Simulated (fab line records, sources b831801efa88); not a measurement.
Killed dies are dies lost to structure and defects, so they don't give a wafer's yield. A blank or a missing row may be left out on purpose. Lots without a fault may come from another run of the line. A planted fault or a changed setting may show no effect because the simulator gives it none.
Split-lot experiment | flow sfq_line | 5 lots, 23 wafers read, on a route of 325 steps

THE SPLIT
At SFQ_TRILAYER_M0_DEP_SPUTTER_019 (material Nb, target thk 200 nm, time 133.3 s), the setting time_s was moved away from the recipe's 133.3 s on 5 of the 23 wafers read, by -9.2% to +13.8%. The other wafers ran this setting at the recipe's value.

FROM THE SPLIT TO THE READING: what the file shows between them, 1 step
- SFQ_M0_RS_MEAS_904: measures by four-point-probe

THE READING
oes_product_au, in a.u., at SFQ_TRILAYER_M0_ETCH_METAL_ETCH_024 (etches Nb in Cl2/Ar, stops on SiO2, target depth 240 nm, time 120 s). Fault-free wafers of this fab line usually give 0.898 a.u., standard deviation 0.0074 a.u..

wafer  | tool, chamber at the split | time_s as run, s | against the recipe | oes_product_au, a.u. | against lot-mates on the recipe
L074.1 | pvd_sputter-04, -          | 133.3            | recipe             | 0.914                | -
L074.2 | pvd_sputter-04, -          | 133.3            | recipe             | 0.889                | -
L074.3 | pvd_sputter-04, -          | 121.1            | -9.2%              | 0.842                | -0.060
L074.4 | pvd_sputter-04, -          | 121.1            | -9.2%              | 0.857                | -0.045
L074.6 | pvd_sputter-04, -          | 133.3            | recipe             | 0.903                | -
L076.1 | pvd_sputter-04, -          | 133.3            | recipe             | 0.897                | -
L076.2 | pvd_sputter-04, -          | 133.3            | recipe             | 0.894                | -
L076.3 | pvd_sputter-04, -          | 133.3            | recipe             | 0.891                | -
L076.5 | pvd_sputter-04, -          | 133.3            | recipe             | 0.883                | -
L076.6 | pvd_sputter-04, -          | 133.3            | recipe             | 0.894                | -
L080.1 | pvd_sputter-06, -          | 133.3            | recipe             | 0.904                | -
L080.2 | pvd_sputter-06, -          | 133.3            | recipe             | 0.904                | -
L080.3 | pvd_sputter-06, -          | 133.3            | recipe             | 0.898                | -
L080.4 | pvd_sputter-06, -          | 133.3            | recipe             | 0.901                | -
L080.5 | pvd_sputter-06, -          | 133.3            | recipe             | 0.902                | -
L081.1 | pvd_sputter-04, -          | 151.7            | +13.8%             | 0.969                | +0.074
L081.2 | pvd_sputter-04, -          | 133.3            | recipe             | 0.900                | -
L081.4 | pvd_sputter-04, -          | 151.7            | +13.8%             | 0.972                | +0.077
L081.5 | pvd_sputter-04, -          | 133.3            | recipe             | 0.891                | -
L081.6 | pvd_sputter-04, -          | 151.7            | +13.8%             | 0.972                | +0.077
L082.1 | pvd_sputter-04, -          | 133.3            | recipe             | 0.902                | -
L082.2 | pvd_sputter-04, -          | 133.3            | recipe             | 0.904                | -
L082.4 | pvd_sputter-04, -          | 133.3            | recipe             | 0.906                | -

THE FIT
A straight line over all 23 wafers: oes_product_au changes by +0.00527 a.u. for each +1% of time_s; r = +0.97; the points scatter about the line by 0.0071 a.u..
The same after taking each lot's own level away (the mean of its wafers on the recipe; 23 wafers): +0.00554 a.u. for each +1%; r = +0.99; scatter 0.0055 a.u..
On that fit, the largest move of time_s shifts the reading by 0.076 a.u..
The lots' own levels span 0.8918 to 0.9040 a.u., that is 1.6 times the standard deviation above.
So the lot-to-lot level changes the slope little: the two slopes agree.
Check: with one of the wafers moved furthest among these (+13.8%) left out of the fit, the line predicts +0.0772 a.u. for it against its lot-mates. It came out at +0.0735 a.u. against them.

OTHER SPLITS ON THESE WAFERS
These wafers also went through other splits before the reading. Each is held against what the fit with the lots' levels taken away leaves over:
other split on the same wafers                   | wafers away from the commonest value | r with oes_product_au (lot level and that fit taken away)
SFQ_TRILAYER_L0_DEP_SPUTTER_003 time_s           | 7                                    | +0.10
SFQ_TRILAYER_L0_ETCH_METAL_ETCH_008 bias_w       | 8                                    | +0.03
SFQ_TRILAYER_L0_VIA_LITHO_COAT_018 resist_thk_nm | 8                                    | +0.03
SFQ_TRILAYER_L0_VIA_LITHO_PEB_016 peb_temp_c     | 8                                    | +0.23

THE WHOLE CHAIN: every reading that the file lists as answering this split, in the file's order
step                                | what it does                                                        | reading                                                                                   | change (the file's fit)                   | r (the file's)
SFQ_TRILAYER_M0_DEP_SPUTTER_019     | material Nb, target thk 200 nm, time 133.3 s                        | Nb_of_TRILAYER_M0_DEP_SPUTTER_019.thk_nm (the simulator's own value, which no gauge read) | +2.1 nm for each +1% of the setting       | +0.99
SFQ_M0_RS_MEAS_904                  | measures by four-point-probe                                        | M0_NB_RS                                                                                  | -0.00867 for each +1% of the setting      | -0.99
SFQ_TRILAYER_M0_ETCH_METAL_ETCH_024 | etches Nb in Cl2/Ar, stops on SiO2, target depth 240 nm, time 120 s | oes_product_au                                                                            | +0.00559 a.u. for each +1% of the setting | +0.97

THE FILE'S OWN FIT
oes_product_au changes by +0.00559 a.u. for each +1% of time_s, r = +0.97.
